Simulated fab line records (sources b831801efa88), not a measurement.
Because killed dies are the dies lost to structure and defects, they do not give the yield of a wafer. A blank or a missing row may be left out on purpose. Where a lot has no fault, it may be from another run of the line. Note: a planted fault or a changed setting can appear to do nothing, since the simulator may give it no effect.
fab line records	flow gf180mcu	part 1 of 2: steps 1 to 32 of 43
[record] lots = 5	wafers = 15	last-day = 34
route steps=602 shown DUAL_GATE@152 POLY_GATE@157 HV_LDD@176
lots untouched by any fault: they come from a run of this same line in which no faults occurred
start-h: the number of hours between the record's first day and the start of the first shown wafer of the lot	wait-h: how many hours have passed since the lot's step before this one	" same as the row above	L1.1+2: several wafers, shown together as one row	- either no value or no given start	* or withheld: withheld	< > ~ a bound
route shown NAME@n: a module of which the file shows steps, and the number in the route of the first	usual: mean/standard deviation of fault-free wafers	same: alike in all rows	chamber/n: place in a boat	sites: readings site by site	_std_site: standard deviation of those values	_edge_site: inner sites' mean taken away from outer sites' mean	radius-mm: for every site, how far away it sits from the centre of the wafer	mask NAME#n: copy n	behind: the tool/chamber that last shaped the wafer	hold: cause of the lot's hold/its duration in hours/its outcome	device: which transistor (n, p or np) failed to switch	end of line: the tests these same wafers got at the end of their route	step lacking rows: just its recipe	killed: count of dies lost to structure and defects at first sort (not the wafer's yield)	map: a wafer's dies, x killed, . not, _ none there
set.NAME: the setting the step ran with; set.NAME@STEP: the setting that earlier step ran with	model.NAME: the simulator's own value behind a step, which no gauge read
certain route steps with their lots: each step a table, each wafer a row
services: when a tool's chamber went out of use (start-h, in hours from the record's first day, below 0 if earlier), for how many hours, and the reason
[[steps]]
[step GF_DUAL_GATE_OVL_MEAS_11]
[usual] DUAL_GATE_OVL = 0.3/1.6
lot.wafer	tool	chamber	start-h	wait-h	DUAL_GATE_OVL[nm]
L077.2	overlay-01	-	195.66	0.1	1.1
L077.4	"	-	"	"	1.7
L077.5	"	-	"	"	0.8
L079.1	overlay-01	-	215.11	0.1	-2.0
L079.2	"	-	"	"	-2.4
L079.4	"	-	"	"	-3.4
L085.2	overlay-01	-	258.13	0.1	1.2
L085.3	"	-	"	"	1.4
L085.5	"	-	"	"	0.8
L087.1	overlay-02	-	265.38	0.1	-1.0
L087.4	"	-	"	"	-0.8
L087.5	"	-	"	"	-1.7
L096.1	overlay-02	-	328.13	0.1	-0.7
L096.5	"	-	"	"	-0.7
L096.6	"	-	"	"	-1.9
[step GF_DUAL_GATE_WET_ETCH_12]
[recipe] chemistry = dHF	target-depth-nm = 13	dry = n2-spin	target = SiO2	temp-c = 25	dilution = 100:1	time-s = 260
lot.wafer	tool	chamber	start-h	wait-h
L077.2+4+5	wet-bench-01	1	195.69	0.0
L079.1+2+4	wet-bench-02	0	215.14	0.0
L085.2+3+5	wet-bench-03	0	258.16	0.0
L087.1+4+5	wet-bench-01	2	265.41	0.0
L096.1+5+6	wet-bench-03	0	328.16	0.0
[step GF_DUAL_GATE_STRIP_13]
[recipe] chemistry = O2/N2	power-w = 1400	pressure-mtorr = 1500	platen-temp-c = 250	o2-flow-sccm = 3000	n2-flow-sccm = 300	overash-fraction = 0.5
[usual] drypump-motor-current-A = 5.6/0.41	heater-power-w = 321/27	oes-product-au = 0.716/0.0046	strip-time-to-endpoint-s = 12.62/0.04
lot.wafer	tool	chamber	start-h	wait-h	drypump-motor-current-A	heater-power-w	oes-product-au	rf-hours-counter-h	strip-time-to-endpoint-s
L077.2	plasma-asher-03	1	195.78	0.0	5.8	282	0.717	53	12.66
L077.4	"	1	"	"	5.9	278	0.711	-	12.69
L077.5	"	0	"	"	4.9	343	0.718	-	12.63
L079.1	plasma-asher-03	1	215.34	0.0	5.9	286	0.722	55	12.62
L079.2	"	0	"	"	5.0	342	0.714	55	12.59
L079.4	"	1	"	"	5.9	283	0.713	-	12.65
L085.2	plasma-asher-02	1	258.25	0.0	6.0	347	0.715	13	12.63
L085.3	"	0	"	"	5.5	310	0.711	-	12.66
L085.5	"	0	"	"	5.6	317	0.721	-	12.59
L087.1	plasma-asher-02	1	265.50	0.0	6.0	356	0.715	14	12.63
L087.4	"	0	"	"	5.6	314	0.714	-	12.58
L087.5	"	1	"	"	6.0	354	0.712	-	12.60
L096.1	plasma-asher-03	0	328.24	0.0	5.0	337	0.724	66	12.56
L096.5	"	0	"	"	5.0	328	0.712	-	12.58
L096.6	"	1	"	"	5.9	276	0.712	-	12.57
[step GF_DUAL_GATE_CLEAN_14]
[recipe] chemistry = SC1/SC2	mix = 1:4:20	temp-c = 70	time-s = 150	dry = n2-spin
lot.wafer	tool	chamber	start-h	wait-h
L077.2+4+5	wet-bench-02	2	195.88	0.1
L079.1+2+4	wet-bench-02	3	215.44	0.1
L085.2+3+5	wet-bench-01	1	258.35	0.1
L087.1+4+5	wet-bench-01	1	265.60	0.1
L096.1+5+6	wet-bench-01	3	328.34	0.1
[step GF_DUAL_GATE_OXIDATION_15]
[recipe] temp-c = 850	ambient = O2	stabilise-s = 600	purge-s = 300	target-thk-a = 70.98	ox-time-s = 1995
[same] stabilise-s = 600
lot.wafer	tool	chamber	start-h	wait-h
L077.2+4+5	furnace-01	0	195.93	0.0
L079.1+2+4	furnace-01	0	216.95	1.4
L085.2+3+5	furnace-02	0	258.40	0.0
L087.1+4+5	furnace-02	0	265.80	0.2
L096.1+5+6	furnace-02	0	328.47	0.1
[step GF_POLY_GATE_CVD_00]
[recipe] material = poly-Si	target-thk-nm = 200	temp-c = 620	time-s = 1200	pressure-mtorr = 200
lot.wafer	tool	chamber	start-h	wait-h
L077.2+4+5	lpcvd-01	0	197.48	0.0
L079.1+2+4	lpcvd-02	0	219.32	0.8
L085.2+3+5	lpcvd-01	1	259.95	0.0
L087.1+4+5	lpcvd-02	1	267.36	0.0
L096.1+5+6	lpcvd-01	0	330.02	0.0
[step GF_POLY_GATE_THK_MEAS_01]
[recipe] reads = poly-Si_of_POLY_GATE_CVD_00
[usual] POLY_GATE_CVD_00_THK = 200.9/2.2
lot.wafer	tool	chamber	start-h	wait-h	POLY_GATE_CVD_00_THK[nm]
L077.2	film-metro-03	-	198.83	0.0	202.2
L077.4	"	-	"	"	202.6
L077.5	"	-	"	"	203.1
L079.1	film-metro-01	-	220.65	0.0	203.5
L079.2	"	-	"	"	201.4
L079.4	"	-	"	"	201.6
L085.2	film-metro-03	-	261.29	0.0	199.9
L085.3	"	-	"	"	200.3
L085.5	"	-	"	"	202.0
L087.1	film-metro-01	-	268.69	0.0	197.6
L087.4	"	-	"	"	197.8
L087.5	"	-	"	"	198.4
L096.1	film-metro-03	-	331.36	0.0	200.0
L096.5	"	-	"	"	199.7
L096.6	"	-	"	"	201.0
[step GF_POLY_GATE_DEHYDRATE_02]
[recipe] temp-c = 200	time-s = 60
lot.wafer	tool	chamber	start-h	wait-h
L077.2+4+5	litho-track-04	0	207.08	8.2
L079.1+2+4	litho-track-03	0	229.16	8.5
L085.2+3+5	litho-track-01	0	270.18	8.9
L087.1+4+5	litho-track-03	0	277.86	9.2
L096.1+5+6	litho-track-04	0	341.51	10.1
[step GF_POLY_GATE_HMDS_03]
[recipe] prime-time-s = 60	prime-temp-c = 120
lot.wafer	tool	chamber	start-h	wait-h
L077.2+4+5	litho-track-04	0	207.23	0.1
L079.1+2+4	litho-track-03	0	229.31	0.1
L085.2+3+5	litho-track-01	0	270.33	0.1
L087.1+4+5	litho-track-03	0	278.01	0.1
L096.1+5+6	litho-track-04	0	341.66	0.1
[step GF_POLY_GATE_COAT_04]
[recipe] resist = BARC	temp-c = withheld	time-s = withheld	spin-rpm = withheld	resist-thk-nm = withheld
lot.wafer	tool	chamber	start-h	wait-h
L077.2+4+5	litho-track-04	0	207.38	0.1
L079.1+2+4	litho-track-03	0	229.46	0.1
L085.2+3+5	litho-track-01	0	270.48	0.1
L087.1+4+5	litho-track-03	0	278.16	0.1
L096.1+5+6	litho-track-04	0	341.81	0.1
[step GF_POLY_GATE_COAT_05]
[recipe] resist = KrF	spin-rpm = withheld	resist-thk-nm = 700
lot.wafer	tool	chamber	start-h	wait-h
L077.2+4+5	litho-track-04	0	-	-
L079.1+2+4	litho-track-03	0	-	-
L085.2+3+5	litho-track-01	0	-	-
L087.1+4+5	litho-track-03	0	-	-
L096.1+5+6	litho-track-04	0	-	-
[step GF_POLY_GATE_SOFTBAKE_06]
[recipe] temp-c = 130	time-s = 60	resist = KrF
lot.wafer	tool	chamber	start-h	wait-h
L077.2+4+5	litho-track-04	0	-	-
L079.1+2+4	litho-track-03	0	-	-
L085.2+3+5	litho-track-01	0	-	-
L087.1+4+5	litho-track-03	0	-	-
L096.1+5+6	litho-track-04	0	-	-
[step GF_POLY_GATE_EXPOSE_07]
[recipe] mask-id = Poly2	target-cd-nm = 280	na = 0.68	source-shape = conventional	sigma-outer = 0.6	dose-mj = 28
[usual] exposure-dose-mJ-cm2 = 28.002/0.029	stage-vel-mm-s = 499.97/0.24
lot.wafer	tool	chamber	start-h	wait-h	mask	exposure-dose-mJ-cm2	stage-vel-mm-s
L077.2	krf-scanner-01	0	-	-	Poly2#0	28.010	499.57
L077.4	"	0	"	"	Poly2#0	28.004	499.87
L077.5	"	0	"	"	Poly2#0	28.010	500.25
L079.1	krf-scanner-02	0	-	-	Poly2#0	28.019	499.98
L079.2	"	0	"	"	Poly2#0	27.972	500.15
L079.4	"	0	"	"	Poly2#0	28.006	500.04
L085.2	krf-scanner-02	0	-	-	Poly2#0	28.063	499.63
L085.3	"	0	"	"	Poly2#0	27.997	499.68
L085.5	"	0	"	"	Poly2#0	28.076	499.72
L087.1	krf-scanner-02	0	-	-	Poly2#0	27.962	499.93
L087.4	"	0	"	"	Poly2#0	27.985	499.67
L087.5	"	0	"	"	Poly2#0	27.967	500.21
L096.1	krf-scanner-02	0	-	-	Poly2#0	27.992	499.86
L096.5	"	0	"	"	Poly2#0	27.984	499.82
L096.6	"	0	"	"	Poly2#0	28.013	500.23
[step GF_POLY_GATE_PEB_08]
[recipe] peb-temp-c = 135	peb-time-s = 90	resist = KrF
[same] peb-time-s = 90
lot.wafer	tool	chamber	start-h	wait-h
L077.2+4+5	litho-track-01	0	-	-
L079.1+2+4	litho-track-03	0	-	-
L085.2+3+5	litho-track-04	0	-	-
L087.1+4+5	litho-track-01	0	-	-
L096.1+5+6	litho-track-04	0	-	-
[step GF_POLY_GATE_DEVELOP_09]
[recipe] develop-time-s = 60	resist = KrF	dev-temp-c = 21
lot.wafer	tool	chamber	start-h	wait-h
L077.2+4+5	litho-track-01	0	216.48	0.2
L079.1+2+4	litho-track-03	0	238.66	0.2
L085.2+3+5	litho-track-04	0	280.48	0.2
L087.1+4+5	litho-track-01	0	287.76	0.2
L096.1+5+6	litho-track-04	0	351.96	0.2
[step GF_POLY_GATE_CD_MEAS_10]
[recipe] target-cd-nm = 280
[usual] cd-nm = 280.5/1.4
lot.wafer	tool	chamber	start-h	wait-h	cd-nm
L077.2	cd-sem-02	-	216.63	0.1	281.1
L077.4	"	-	"	"	281.5
L077.5	"	-	"	"	280.3
L079.1	cd-sem-02	-	238.81	0.1	279.7
L079.2	"	-	"	"	279.2
L079.4	"	-	"	"	280.2
L085.2	cd-sem-01	-	280.63	0.1	281.3
L085.3	"	-	"	"	281.7
L085.5	"	-	"	"	280.7
L087.1	cd-sem-02	-	287.91	0.1	280.2
L087.4	"	-	"	"	280.0
L087.5	"	-	"	"	279.7
L096.1	cd-sem-02	-	352.11	0.1	281.8
L096.5	"	-	"	"	280.7
L096.6	"	-	"	"	282.2
[step GF_POLY_GATE_OVL_MEAS_11]
[usual] POLY_GATE_OVL = 1/4.9
lot.wafer	tool	chamber	start-h	wait-h	POLY_GATE_OVL[nm]
L077.2	overlay-01	-	216.73	0.1	-2
L077.4	"	-	"	"	1
L077.5	"	-	"	"	5
L079.1	overlay-02	-	238.93	0.1	-4
L079.2	"	-	"	"	-8
L079.4	"	-	"	"	-4
L085.2	overlay-01	-	280.73	0.1	-5
L085.3	"	-	"	"	-6
L085.5	"	-	"	"	-4
L087.1	overlay-02	-	288.03	0.1	-2
L087.4	"	-	"	"	-7
L087.5	"	-	"	"	4
L096.1	overlay-02	-	352.23	0.1	2
L096.5	"	-	"	"	4
L096.6	"	-	"	"	1
[step GF_POLY_GATE_ETCH_12]
[recipe] chemistry = N2/H2	target-depth-a = withheld	overetch-a = withheld	time-s = withheld	target = BARC	ion-energy-ev = 200	source-w = 500	bias-w = 100	pressure-mtorr = 30	n2-flow-sccm = 100	h2-flow-sccm = 200
[usual] drypump-motor-current-A = 5.6/0.35	oes-product-au = 0.736/0.0046	throttle-valve-pct = 13.213/0.0091
lot.wafer	tool	chamber	start-h	wait-h	drypump-motor-current-A	oes-product-au	throttle-valve-pct
L077.2	rie-diel-01	0	216.76	0.0	6.0	0.737	13.207
L077.4	"	2	"	"	5.7	0.739	13.207
L077.5	"	2	"	"	5.7	0.734	13.206
L079.1	rie-diel-04	2	238.97	0.0	5.5	0.736	13.206
L079.2	"	1	"	"	4.8	0.732	13.210
L079.4	"	3	"	"	5.8	0.733	13.217
L085.2	rie-diel-03	3	280.76	0.0	5.3	0.736	13.215
L085.3	"	0	"	"	6.0	0.736	13.214
L085.5	"	0	"	"	6.0	0.732	13.224
L087.1	rie-diel-03	1	288.06	0.0	5.4	0.748	13.219
L087.4	"	2	"	"	5.7	0.735	13.214
L087.5	"	1	"	"	5.4	0.736	13.210
L096.1	rie-diel-04	2	352.26	0.0	5.5	0.738	13.217
L096.5	"	3	"	"	5.8	0.733	13.223
L096.6	"	2	"	"	5.5	0.726	13.213
[step GF_POLY_GATE_ETCH_13]
[recipe] target = poly-Si	target-depth-nm = 198.5	stop-on = SiO2	over-etch-frac = 0.403	chemistry = HBr/Cl2	icp-w = 400	bias-w = 100	pressure-mtorr = 10	HBr_flow_sccm = 150	Cl2_flow_sccm = 50	time-s = 69.6
[usual] drypump-motor-current-A = 6.0/0.52	oes-product-au = 0.991/0.0085	throttle-valve-pct = 33.685/0.0086
lot.wafer	tool	chamber	start-h	wait-h	drypump-motor-current-A	oes-product-au	rf-hours-counter-h	throttle-valve-pct
L077.2	rie-si-01	1	216.81	-	6.4	0.989	4	33.686
L077.4	"	0	"	"	5.4	0.975	-	33.679
L077.5	"	3	"	"	5.1	1.005	-	33.685
L079.1	rie-si-01	3	239.02	-	5.1	1.006	35	33.672
L079.2	"	2	"	"	5.8	1.010	0	33.697
L079.4	"	1	"	"	6.4	0.991	5	33.698
L085.2	rie-si-01	3	280.81	-	5.1	1.000	36	33.676
L085.3	"	0	"	"	5.5	0.980	3	33.686
L085.5	"	3	"	"	5.1	0.990	-	33.689
L087.1	rie-si-02	1	288.11	-	5.9	0.987	1	33.695
L087.4	"	0	"	"	6.0	0.993	20	33.691
L087.5	"	3	"	"	6.7	0.987	-	33.687
L096.1	rie-si-02	3	352.31	-	6.6	0.992	2	33.675
L096.5	"	2	"	"	6.6	0.984	-	33.694
L096.6	"	3	"	"	6.7	0.997	-	33.694
[step GF_POLY_GATE_STRIP_14]
[recipe] chemistry = O2/N2	power-w = 1400	pressure-mtorr = 1500	platen-temp-c = 250	o2-flow-sccm = 3000	n2-flow-sccm = 300	overash-fraction = 0.5
[usual] drypump-motor-current-A = 5.5/0.44	heater-power-w = 326/25	oes-product-au = 0.506/0.0045
lot.wafer	tool	chamber	start-h	wait-h	drypump-motor-current-A	heater-power-w	oes-product-au	rf-hours-counter-h
L077.2	plasma-asher-01	0	216.87	0.0	5.3	348	0.507	56
L077.4	"	0	"	"	5.3	352	0.498	-
L077.5	"	1	"	"	6.1	304	0.500	-
L079.1	plasma-asher-03	0	239.07	0.0	4.9	340	0.508	57
L079.2	"	1	"	"	5.9	279	0.497	57
L079.4	"	1	"	"	5.9	273	0.507	-
L085.2	plasma-asher-01	1	280.87	0.0	6.1	297	0.500	63
L085.3	"	0	"	"	5.3	353	0.509	-
L085.5	"	0	"	"	5.4	349	0.513	-
L087.1	plasma-asher-04	0	288.17	0.0	5.0	323	0.507	49
L087.4	"	0	"	"	5.0	333	0.504	-
L087.5	"	1	"	"	5.4	346	0.507	-
L096.1	plasma-asher-01	1	352.37	0.0	6.1	300	0.510	70
L096.5	"	1	"	"	6.1	308	0.499	-
L096.6	"	0	"	"	5.3	351	0.511	-
[step GF_POLY_GATE_CLEAN_15]
[recipe] chemistry = SC1/SC2	mix = 1:4:20	temp-c = 70	time-s = 150	dry = n2-spin
lot.wafer	tool	chamber	start-h	wait-h
L077.2+4+5	wet-bench-03	0	216.97	0.1
L079.1+2+4	wet-bench-03	3	239.17	0.1
L085.2+3+5	wet-bench-04	0	280.97	0.1
L087.1+4+5	wet-bench-04	0	288.27	0.1
L096.1+5+6	wet-bench-03	1	352.47	0.1
[step GF_POLY_GATE_OXIDATION_16]
[recipe] temp-c = 850	ambient = O2	stabilise-s = 600	purge-s = 300	target-thk-a = 40	ox-time-s = 899
[same] stabilise-s = 600
lot.wafer	tool	chamber	start-h	wait-h
L077.2+4+5	furnace-01	0	218.50	1.5
L079.1+2+4	furnace-02	0	239.28	0.0
L085.2+3+5	furnace-02	0	281.51	0.5
L087.1+4+5	furnace-02	0	289.52	1.2
L096.1+5+6	furnace-01	0	352.52	0.0
[step GF_POLY_GATE_THK_MEAS_17]
[recipe] reads = SiO2_of_POLY_GATE_OXIDATION_16
[usual] POLY_GATE_OXIDATION_THK = 4.01/0.085
lot.wafer	tool	chamber	start-h	wait-h	POLY_GATE_OXIDATION_THK[nm]
L077.2	film-metro-01	-	219.76	0.0	4.00
L077.4	"	-	"	"	4.05
L077.5	"	-	"	"	3.97
L079.1	film-metro-04	-	240.53	0.0	4.00
L079.2	"	-	"	"	4.05
L079.4	"	-	"	"	4.01
L085.2	film-metro-03	-	282.77	0.0	4.10
L085.3	"	-	"	"	4.05
L085.5	"	-	"	"	4.13
L087.1	film-metro-01	-	290.77	0.0	4.00
L087.4	"	-	"	"	4.07
L087.5	"	-	"	"	3.96
L096.1	film-metro-01	-	353.77	0.0	3.98
L096.5	"	-	"	"	3.99
L096.6	"	-	"	"	4.05
[step GF_POLY_GATE_CD_MEAS_18]
[usual] cd-nm = 280.7/2
lot.wafer	tool	chamber	start-h	wait-h	cd-nm
L077.2	cd-sem-02	-	219.84	0.1	281.1
L077.4	"	-	"	"	282.1
L077.5	"	-	"	"	281.3
L079.1	cd-sem-02	-	240.59	0.1	277.8
L079.2	"	-	"	"	278.9
L079.4	"	-	"	"	279.4
L085.2	cd-sem-02	-	282.85	0.1	280.4
L085.3	"	-	"	"	283.3
L085.5	"	-	"	"	281.5
L087.1	cd-sem-01	-	290.83	0.1	282.9
L087.4	"	-	"	"	281.7
L087.5	"	-	"	"	279.3
L096.1	cd-sem-01	-	353.83	0.1	280.8
L096.5	"	-	"	"	283.1
L096.6	"	-	"	"	280.2
[step GF_HV_LDD_DEHYDRATE_00]
[recipe] temp-c = 200	time-s = 60
lot.wafer	tool	chamber	start-h	wait-h
L077.2+4+5	litho-track-02	0	228.25	8.4
L079.1+2+4	litho-track-04	0	248.91	8.3
L085.2+3+5	litho-track-04	0	291.33	8.5
L087.1+4+5	litho-track-02	0	299.93	9.1
L096.1+5+6	litho-track-04	0	364.26	10.4
[step GF_HV_LDD_HMDS_01]
[recipe] prime-time-s = 60	prime-temp-c = 120
lot.wafer	tool	chamber	start-h	wait-h
L077.2+4+5	litho-track-02	0	228.40	0.1
L079.1+2+4	litho-track-04	0	249.06	0.1
L085.2+3+5	litho-track-04	0	291.48	0.1
L087.1+4+5	litho-track-02	0	300.08	0.1
L096.1+5+6	litho-track-04	0	364.41	0.1
[step GF_HV_LDD_COAT_02]
[recipe] resist = NOVOLAK	spin-rpm = 3000	resist-thk-nm = 1000
lot.wafer	tool	chamber	start-h	wait-h
L077.2+4+5	litho-track-02	0	228.55	0.1
L079.1+2+4	litho-track-04	0	249.21	0.1
L085.2+3+5	litho-track-04	0	291.63	0.1
L087.1+4+5	litho-track-02	0	300.23	0.1
L096.1+5+6	litho-track-04	0	364.56	0.1
[step GF_HV_LDD_SOFTBAKE_03]
[recipe] temp-c = 90	time-s = 60	resist = NOVOLAK
lot.wafer	tool	chamber	start-h	wait-h
L077.2+4+5	litho-track-02	0	228.70	0.1
L079.1+2+4	litho-track-04	0	249.36	0.1
L085.2+3+5	litho-track-04	0	291.78	0.1
L087.1+4+5	litho-track-02	0	300.38	0.1
L096.1+5+6	litho-track-04	0	364.71	0.1
[step GF_HV_LDD_EXPOSE_04]
[recipe] mask-id = Nplus_LV_AREA	target-cd-nm = 400	na = 0.6	source-shape = conventional	sigma-outer = 0.6	dose-mj = 140
[usual] exposure-dose-mJ-cm2 = 139.99/0.15	stage-vel-mm-s = 499.94/0.24
lot.wafer	tool	chamber	start-h	wait-h	mask	exposure-dose-mJ-cm2	stage-vel-mm-s
L077.2	iline-stepper-02	0	-	-	Nplus_LV_AREA#0	139.86	499.87
L077.4	"	0	"	"	Nplus_LV_AREA#0	139.71	499.88
L077.5	"	0	"	"	Nplus_LV_AREA#0	139.84	499.77
L079.1	iline-stepper-01	0	-	-	Nplus_LV_AREA#0	139.91	499.94
L079.2	"	0	"	"	Nplus_LV_AREA#0	140.03	499.55
L079.4	"	0	"	"	Nplus_LV_AREA#0	139.92	500.12
L085.2	iline-stepper-02	0	-	-	Nplus_LV_AREA#0	140.10	499.92
L085.3	"	0	"	"	Nplus_LV_AREA#0	139.96	499.31
L085.5	"	0	"	"	Nplus_LV_AREA#0	140.39	499.49
L087.1	iline-stepper-02	0	-	-	Nplus_LV_AREA#0	139.95	500.17
L087.4	"	0	"	"	Nplus_LV_AREA#0	140.17	499.96
L087.5	"	0	"	"	Nplus_LV_AREA#0	140.11	500.10
L096.1	iline-stepper-01	0	-	-	Nplus_LV_AREA#0	140.04	500.14
L096.5	"	0	"	"	Nplus_LV_AREA#0	139.98	500.04
L096.6	"	0	"	"	Nplus_LV_AREA#0	140.02	500.11
[step GF_HV_LDD_PEB_05]
[recipe] temp-c = withheld	time-s = *	resist = NOVOLAK
lot.wafer	tool	chamber	start-h	wait-h
L077.2+4+5	litho-track-04	0	-	-
L079.1+2+4	litho-track-02	0	-	-
L085.2+3+5	litho-track-02	0	-	-
L087.1+4+5	litho-track-03	0	-	-
L096.1+5+6	litho-track-04	0	-	-
[step GF_HV_LDD_DEVELOP_06]
[recipe] develop-time-s = 60	dev-temp-c = 23
lot.wafer	tool	chamber	start-h	wait-h
L077.2+4+5	litho-track-04	0	237.18	0.1
L079.1+2+4	litho-track-02	0	258.88	0.1
L085.2+3+5	litho-track-02	0	301.30	0.1
L087.1+4+5	litho-track-03	0	310.56	0.1
L096.1+5+6	litho-track-04	0	376.26	0.1
[step GF_HV_LDD_CD_MEAS_07]
[recipe] target-cd-nm = 400
[usual] cd-nm = 400.3/2
lot.wafer	tool	chamber	start-h	wait-h	cd-nm
L077.2	cd-sem-02	-	237.33	0.1	401.1
L077.4	"	-	"	"	399.5
L077.5	"	-	"	"	401.1
L079.1	cd-sem-02	-	259.03	0.1	403.4
L079.2	"	-	"	"	401.8
L079.4	"	-	"	"	402.7
L085.2	cd-sem-02	-	301.45	0.1	399.3
L085.3	"	-	"	"	398.7
L085.5	"	-	"	"	400.2
L087.1	cd-sem-02	-	310.71	0.1	400.9
L087.4	"	-	"	"	402.3
L087.5	"	-	"	"	400.1
L096.1	cd-sem-02	-	376.41	0.1	398.9
L096.5	"	-	"	"	396.5
L096.6	"	-	"	"	397.5
